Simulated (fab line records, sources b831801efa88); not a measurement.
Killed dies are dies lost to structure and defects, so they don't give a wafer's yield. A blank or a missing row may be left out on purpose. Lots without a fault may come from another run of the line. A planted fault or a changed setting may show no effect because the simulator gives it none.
Chamber matching | flow sfq_line | SFQ_TRILAYER_C5_BARC_OPEN_VIA_ETCH_210 on rie_diel-03: 4 sister chambers
The step etches BARC in O2, target depth 125 nm, time 41.7 s. 4 wafers are shown with their chamber, then 8 later ones without.

WAFERS WITH THEIR CHAMBER
wafer  | chamber | drypump_motor_current_A (A)
L782.5 | 0       | 5.8
L785.2 | 2       | 5.2
L785.6 | 3       | 5.5
L791.2 | 1       | 5.9

WAFERS WITHOUT THEIR CHAMBER
wafer  | drypump_motor_current_A (A)
L791.5 | 5.9
L791.6 | 5.5
L792.2 | 5.5
L792.4 | 5.5
L792.6 | 5.1
L794.3 | 5.9
L794.4 | 5.8
L794.6 | 5.2

WHICH CHAMBER EACH WENT THROUGH
wafer  | from the rows above | in truth
L791.5 | 1                   | 1
L791.6 | 3                   | 3
L792.2 | 3                   | 3
L792.4 | 3                   | 3
L792.6 | 2                   | 2
L794.3 | 1                   | 1
L794.4 | 0                   | 0
L794.6 | 2                   | 2
Placed correctly: 8 of 8. Can't be placed from these rows: 0. Placed wrongly: 0.
How it was worked out, from the rows above alone: a wafer's distance from a chamber is the root of the sum, over the readings, of the square of ((its reading less the chamber's mean) divided by the reading's scatter). The wafer belongs to the nearest chamber; if the next one is less than 2 further off, it can't be placed. A chamber's mean is the mean of its shown wafers. The scatter: with one shown wafer a chamber, the root of the mean of the squares of how far each hidden wafer lies from its nearest shown one.
